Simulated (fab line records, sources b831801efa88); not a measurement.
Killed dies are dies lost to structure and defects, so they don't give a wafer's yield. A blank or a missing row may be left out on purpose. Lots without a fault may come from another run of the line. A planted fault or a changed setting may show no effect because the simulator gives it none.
Which tool did it? | flow sky130 | 12 lots, 36 wafers sampled, at 5 steps of a route of 708

WHAT THE GAUGES READ, wafer by wafer
SKY_VT_ADJUST_HVTP_CD_MEAS_07: target cd 380 nm. Usual: cd_nm 381.3 nm, standard deviation 2.4.
lot  | measured     | on        | cd_nm (nm)        | flag
L783 | day 6 01:44  | cd_sem-01 | 378.1 379.1 378.8 |
L784 | day 6 06:00  | cd_sem-01 | 383.1 386.3 383.9 |
L785 | day 6 12:19  | cd_sem-01 | 383.6 382.6 381.6 |
L787 | day 7 09:57  | cd_sem-01 | 378.9 378.9 379.1 |
L788 | day 7 10:27  | cd_sem-02 | 381.2 381.7 381.9 |
L789 | day 7 13:15  | cd_sem-01 | 378.2 379.5 376.5 |
L790 | day 7 22:09  | cd_sem-02 | 383.8 384.1 385.1 |
L791 | day 8 12:08  | cd_sem-02 | 381.3 382.1 381.7 |
L801 | day 11 04:01 | cd_sem-01 | 380.2 380.7 380.0 |
L804 | day 11 18:26 | cd_sem-01 | 378.8 378.8 380.0 |
L805 | day 11 19:34 | cd_sem-02 | 377.0 377.9 376.3 |
L806 | day 12 11:01 | cd_sem-01 | 382.0 379.2 378.6 |

SKY_GATE_OXIDE_TW_MEAS_14. Usual: GATE_OXIDE_TW 226.0, standard deviation 2.
lot  | measured     | on            | GATE_OXIDE_TW     | flag
L783 | day 13 20:19 | film_metro-01 | 224.1 225.3 223.7 |
L784 | day 13 20:35 | film_metro-03 | 223.6 223.2 222.2 |
L785 | day 14 13:14 | film_metro-01 | 224.9 226.7 225.4 |
L787 | day 15 15:25 | film_metro-01 | 224.2 226.5 226.9 |
L788 | day 15 15:32 | film_metro-04 | 228.2 227.9 228.3 |
L789 | day 15 16:53 | film_metro-01 | 226.6 226.7 226.3 |
L790 | day 16 11:18 | film_metro-03 | 200.9 200.6 201.4 | OFF
L791 | day 17 03:50 | film_metro-04 | 205.9 208.2 206.8 | OFF
L801 | day 20 13:38 | film_metro-01 | 226.4 227.3 225.0 |
L804 | day 21 16:51 | film_metro-01 | 226.7 228.2 225.8 |
L805 | day 21 17:10 | film_metro-03 | 222.9 222.9 223.7 |
L806 | day 22 03:02 | film_metro-01 | 226.1 226.8 226.4 |

SKY_POLY_GATE_CD_MEAS_22. Usual: cd_nm 149.1 nm, standard deviation 2.1.
lot  | measured     | on        | cd_nm (nm)        | flag
L783 | day 16 15:40 | cd_sem-02 | 150.6 147.3 148.7 |
L784 | day 16 15:47 | cd_sem-01 | 151.4 149.3 149.6 |
L785 | day 17 08:19 | cd_sem-01 | 150.8 147.8 146.8 |
L787 | day 18 12:20 | cd_sem-02 | 147.7 144.0 146.4 |
L788 | day 18 12:30 | cd_sem-02 | 146.4 150.5 149.2 |
L789 | day 18 12:25 | cd_sem-01 | 148.6 153.4 146.7 |
L790 | day 19 14:35 | cd_sem-02 | 149.5 148.4 147.6 |
L791 | day 20 03:02 | cd_sem-01 | 150.1 146.6 146.5 |
L801 | day 23 11:30 | cd_sem-01 | 149.2 147.4 152.7 |
L804 | day 24 11:33 | cd_sem-02 | 150.9 148.0 147.5 |
L805 | day 24 13:54 | cd_sem-02 | 149.6 147.7 149.8 |
L806 | day 24 21:54 | cd_sem-01 | 156.1 153.4 153.1 |

WHICH TOOL RAN EACH LOT (tool, then ch and the chambers of the sampled wafers, then the start)
lot  | SKY_GATE_OXIDE_IMPLANT_11       | SKY_POLY_GATE_ETCH_16
L783 | implanter-03 ch 0, day 13 19:59 | rie_diel-02 ch 0,3, day 16 10:29
L784 | implanter-02 ch 0, day 13 20:13 | rie_diel-04 ch 1,2,3, day 16 12:01
L785 | implanter-04 ch 0, day 14 12:52 | rie_diel-02 ch 1,2,3, day 17 04:01
L787 | implanter-03 ch 0, day 15 15:04 | rie_diel-01 ch 0,1,3, day 18 07:56
L788 | implanter-04 ch 0, day 15 15:05 | rie_diel-02 ch 0,1,3, day 18 10:10
L789 | implanter-02 ch 0, day 15 16:32 | rie_diel-04 ch 0,1,2, day 18 09:14
L790 | implanter-03 ch 0, day 16 10:56 | rie_diel-01 ch 0,3, day 19 10:34
L791 | implanter-03 ch 0, day 17 03:31 | rie_diel-02 ch 0,2,3, day 19 22:35
L801 | implanter-02 ch 0, day 20 13:19 | rie_diel-04 ch 0,1,3, day 23 09:23
L804 | implanter-03 ch 0, day 21 16:30 | rie_diel-04 ch 0,1,2, day 24 09:56
L805 | implanter-04 ch 0, day 21 16:49 | rie_diel-01 ch 1,2, day 24 12:17
L806 | implanter-03 ch 0, day 22 02:41 | rie_diel-02 ch 0,1,3, day 24 20:10
- SKY_GATE_OXIDE_IMPLANT_11
- SKY_POLY_GATE_ETCH_16: etches Si3N4 in CH3F/O2, stops on poly-Si, time 147.5 s, target depth 75 nm.

WHAT THE TOOLS THEMSELVES READ (means of the sampled wafers that have a number; where no wafer has one, the mark that the record gives instead)
SKY_GATE_OXIDE_IMPLANT_11. Usual: beam_energy_keV 10.000, standard deviation 0.0031; dose_ions_cm2 2.6002e+12, standard deviation 2.4e+09; faraday_current_uA 14.6, standard deviation 0.33.
lot  | tool         | beam_energy_keV | dose_ions_cm2 | faraday_current_uA | flag
L783 | implanter-03 | 9.999           | 2.6022e+12    | 14.6               |
L784 | implanter-02 | 10.001          | 2.6028e+12    | 14.9               |
L785 | implanter-04 | 9.998           | 2.6034e+12    | 15.0               |
L787 | implanter-03 | 9.997           | 2.5996e+12    | 14.8               |
L788 | implanter-04 | 10.000          | 2.5986e+12    | 14.9               |
L789 | implanter-02 | 9.997           | 2.6010e+12    | 14.8               |
L790 | implanter-03 | 9.997           | 1.8244e+12    | 10.2               | OFF
L791 | implanter-03 | 9.998           | 1.8259e+12    | 10.5               | OFF
L801 | implanter-02 | 10.002          | 2.5998e+12    | 14.4               |
L804 | implanter-03 | 10.002          | 2.5982e+12    | 14.2               |
L805 | implanter-04 | 10.004          | 2.6010e+12    | 14.6               |
L806 | implanter-03 | 9.997           | 2.6029e+12    | 14.4               |

SKY_POLY_GATE_ETCH_16. Usual: O2_flow_sccm 30.01 sccm, standard deviation 0.086; chamber_pressure_mTorr 25.001 mTorr, standard deviation 0.023; drypump_motor_current_A 5.6 A, standard deviation 0.44; oes_product_au 0.639 a.u., standard deviation 0.0051; throttle_valve_pct 10.535 %, standard deviation 0.0089.
lot  | tool        | O2_flow_sccm (sccm) | chamber_pressure_mTorr (mTorr) | drypump_motor_current_A (A) | oes_product_au (a.u.) | throttle_valve_pct (%) | flag
L783 | rie_diel-02 | 30.07               | 25.003                         | 5.7                         | 0.638                 | 10.529                 |
L784 | rie_diel-04 | 29.97               | 25.005                         | 6.0                         | 0.632                 | 10.532                 |
L785 | rie_diel-02 | 29.99               | 24.997                         | 5.7                         | 0.641                 | 10.534                 |
L787 | rie_diel-01 | 29.98               | 24.990                         | 5.2                         | 0.639                 | 10.533                 |
L788 | rie_diel-02 | 30.07               | 24.986                         | 5.7                         | 0.637                 | 10.536                 |
L789 | rie_diel-04 | 29.92               | 25.017                         | 5.9                         | 0.637                 | 10.528                 |
L790 | rie_diel-01 | 29.98               | 25.003                         | 5.3                         | 0.639                 | 10.525                 |
L791 | rie_diel-02 | 29.94               | 24.995                         | 5.4                         | 0.642                 | 10.531                 |
L801 | rie_diel-04 | 30.03               | 25.003                         | 5.9                         | 0.643                 | 10.537                 |
L804 | rie_diel-04 | 29.98               | 24.997                         | 5.9                         | 0.637                 | 10.530                 |
L805 | rie_diel-01 | 30.09               | 24.983                         | 5.2                         | 0.637                 | 10.527                 |
L806 | rie_diel-02 | 29.99               | 25.005                         | 5.7                         | 0.639                 | 10.532                 |

THE ANSWER, worked out from the rows above alone
Rule: a lot is off if the mean of its wafers that have a number lies more than 3 standard deviations from the usual mean. A lot without any number at a reading at which 4 lots or more have one is off too. The other lots that the step has rows for count as sound. The gauges are gone through in route order, then the tools' own readings, and for those a lot's mean is taken as printed above. The first step at which some lot is off is used, and at that step the reading that is off furthest; a lot without a number counts as furthest.
Off: L790, L791, at SKY_GATE_OXIDE_TW_MEAS_14 (GATE_OXIDE_TW).
A tool fits if, at a process step before that reading, it ran every lot that is off, and no sound lot after the first of them. The gauges at SKY_GATE_OXIDE_TW_MEAS_14 aren't tried: what is off there is off at SKY_GATE_OXIDE_IMPLANT_11 too, on other tools, and a gauge's error can't cause that. None of those tried fits.

WHAT THE SIMULATOR HAD PUT IN
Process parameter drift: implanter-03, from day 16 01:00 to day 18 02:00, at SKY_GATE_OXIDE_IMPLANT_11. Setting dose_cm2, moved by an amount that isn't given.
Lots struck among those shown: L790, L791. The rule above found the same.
